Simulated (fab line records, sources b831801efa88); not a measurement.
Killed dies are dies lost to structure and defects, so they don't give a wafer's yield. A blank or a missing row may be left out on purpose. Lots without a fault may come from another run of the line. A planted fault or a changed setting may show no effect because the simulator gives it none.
A struck lot beside a sound one | flow gf180mcu | 17 steps out of a route of 602
Sound: wafers L352.2, L352.5, L352.6. Struck: wafers L363.1, L363.2, L363.5. The cause comes at the end.
At each step with rows: each side's tool, then ch and its chambers, then its first start. Under that, the readings that differ: sound wafers | struck wafers | difference of the means | sigmas: that difference in standard deviations of wafers without a fault.
alike: readings whose means differ by less than 2 such deviations, and words and numbers that are the same on both sides. not compared: withheld readings, readings that some wafer has no value for, bounds like >300 that may hide the same value, and numbers for which the record gives no deviation and whose values overlap.
The two part at a step that has a row with sigmas, a row that says differs or no value, or rows on one side only. Numbers that don't overlap but have no deviation are shown without sigmas and don't part them. A reading that every wafer of one side lacks parts them only if that side has two wafers or more.

first, 6 steps without rows for these wafers: GF_PSD_HMDS_01 (prime time 60 s); GF_PSD_COAT_02 (resist thk 1000 nm); GF_PSD_SOFTBAKE_03 (time 60 s); GF_PSD_EXPOSE_04 (exposes mask Pplus, target cd 400 nm); GF_PSD_PEB_05; GF_PSD_DEVELOP_06 (develop time 60 s).
GF_PSD_CD_MEAS_07: target cd 400 nm.
  sound on cd_sem-02, day 14 17:11; struck on cd_sem-01, day 18 13:38
  alike: cd_nm
GF_PSD_OVL_MEAS_08:
  sound on overlay-01, day 14 17:18; struck on overlay-02, day 18 13:45
  alike: PSD_OVL
then, 1 step without rows for these wafers: GF_PSD_IMPLANT_09.
GF_PSD_STRIP_10: strips in O2/N2.
  sound on plasma_asher-02 ch 0,1, day 14 17:29; struck on plasma_asher-01 ch 0,1, day 18 13:56
  reading                      | sound             | struck            | difference | sigmas
  strip_time_to_endpoint_s (s) | 16.48 16.50 16.49 | 16.55 16.56 16.57 | +0.07      | +2
  alike: chamber_pressure_mTorr, drypump_motor_current_A, heater_power_w, oes_product_au
  not compared: rf_hours_counter_h
GF_PSD_TW_MEAS_11:
  sound on film_metro-03, day 14 17:35; struck on film_metro-03, day 18 14:02
  alike: PSD_TW
then, 1 step without rows for these wafers: GF_PSD_CLEAN_12 (cleans in SC1/SC2, time 150 s).
GF_PSD_RTA_13: time 20 s.
  sound on rtp_anneal-01 ch 0, day 14 17:43; struck on rtp_anneal-01 ch 0, day 18 14:09
  reading          | sound                | struck               | difference | sigmas
  wafer_temp_C_max | 1029.5 1029.3 1029.5 | 1058.6 1057.0 1057.3 | +28.2      | +20
  alike: lamp_power_pct
GF_PSD_RS_MEAS_14: measures by four-point-probe.
  sound on film_metro-04, day 14 17:48; struck on film_metro-04, day 18 14:14
  reading         | sound             | struck            | difference | sigmas
  NSD_RS (ohm/sq) | 46.00 45.91 46.05 | 41.99 41.94 42.00 | -4.01      | -46
GF_PSD_RS_MEAS_15: measures by four-point-probe.
  sound on film_metro-04, day 14 17:55; struck on film_metro-04, day 18 14:21
  reading         | sound             | struck         | difference | sigmas
  PSD_RS (ohm/sq) | 108.2 107.9 108.3 | 97.1 96.9 97.1 | -11.1      | -33
GF_SAB_CVD_00: deposits SiO2 from TEOS, target thk 50 nm, time 4.9302 s.
  sound on pecvd-02 ch 0,1,2, day 14 18:01; struck on pecvd-02 ch 1,2, day 18 14:28
  alike: heater_power_w
GF_PASSIVATION_PROBE_99:
  the record has rows for the sound wafers here (prober-02, day 29 11:20) and none for the struck ones

WHERE THEY PART
First at GF_PSD_STRIP_10; last, within this record, at GF_PASSIVATION_PROBE_99.

WHY: what the simulator had put in
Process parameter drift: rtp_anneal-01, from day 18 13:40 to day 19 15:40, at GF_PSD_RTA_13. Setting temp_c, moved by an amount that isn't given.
